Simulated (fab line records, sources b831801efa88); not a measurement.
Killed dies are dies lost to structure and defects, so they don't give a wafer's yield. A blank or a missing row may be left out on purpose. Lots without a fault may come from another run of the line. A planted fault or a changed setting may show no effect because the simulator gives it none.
One fault seen from 2 desks | flow sfq_line | each desk has only its own numbers; what lay behind them comes last

THE METROLOGY DESK
What the gauges read, lot by lot, whatever tool the lot ran on: means of the sampled wafers that have a number. A lot is out of limits, marked OUT, if its mean lies more than 4 standard deviations from the usual mean; the brackets give that distance.
Columns: A = L0V_OVL at SFQ_L0V_OVL_MEAS_903, usual 3 nm
lot  | first seen here | A
L493 | day 3 21:28     | 0
L494 | day 4 02:49     | 9
L496 | day 4 20:49     | 2
L497 | day 5 01:37     | -1
L498 | day 5 02:49     | 4
L501 | day 5 16:01     | 5
L504 | day 6 08:52     | 10
L505 | day 6 12:28     | 8
L506 | day 6 14:52     | 6
L507 | day 6 22:04     | -4
L509 | day 7 02:52     | 4
L511 | day 7 14:53     | -1
L512 | day 7 20:52     | 5
L514 | day 8 05:17     | 5
L515 | day 8 07:40     | -1
This desk's finding: nothing out of limits on any of the 15 lots.

THE TOOL OWNER'S DESK: pecvd-02
The tool's own readings at SFQ_TRILAYER_I3_DEP_PECVD_081 (deposits SiO2 from SiH4/N2O, time 111.11 s, target thk 500 nm): means of the sampled wafers that have a number, for each lot that ran on this tool. A lot is out of limits, marked OUT, if its mean lies more than 4 standard deviations from the usual mean; the brackets give that distance.
Columns: A = heater_power_w at SFQ_TRILAYER_I3_DEP_PECVD_081, usual 95 W; B = rf_fwd_power_W at SFQ_TRILAYER_I3_DEP_PECVD_081, usual 182.3 W; C = showerhead_vpp_V at SFQ_TRILAYER_I3_DEP_PECVD_081, usual 820 V; D = throttle_valve_pct at SFQ_TRILAYER_I3_DEP_PECVD_081, usual 25.2 %
lot  | first seen here | A  | B                       | C               | D
L493 | day 24 11:14    | 74 | 182.7                   | 886             | 25.3
L497 | day 26 19:59    | 76 | 181.8                   | 834             | 22.7
L501 | day 38 06:38    | 58 | 255.2 (+99 or more) OUT | 1008 (+4.2) OUT | 22.8
L505 | day 38 15:02    | 50 | 255.5 (+99 or more) OUT | 1018 (+4.4) OUT | 23.4
L507 | day 38 22:14    | 47 | 255.8 (+99 or more) OUT | 1057 (+5.3) OUT | 24.3
This desk's finding: out of limits on L501, L505, L507; first on L501, day 38 06:38 (rf_fwd_power_W at SFQ_TRILAYER_I3_DEP_PECVD_081). In limits: L493, L497.

PUT TOGETHER
The tool owner's desk could have raised an alarm at day 38 06:38, on L501, L505, L507.
The metrology desk saw nothing out of limits.
The metrology desk has L501, L505, L507 on record, within its limits.
Of the lots named, all ran SFQ_TRILAYER_I3_DEP_PECVD_081 on pecvd-02.

WHAT THE SIMULATOR HAD PUT IN
Process parameter drift: pecvd-02, from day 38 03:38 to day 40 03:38, at SFQ_TRILAYER_I3_DEP_PECVD_081. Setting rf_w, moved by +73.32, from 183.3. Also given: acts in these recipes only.
Lots struck among those shown: L501, L505, L507.
Hours from the fault's start to each desk's first reading out of limits: the tool owner's desk, 3.
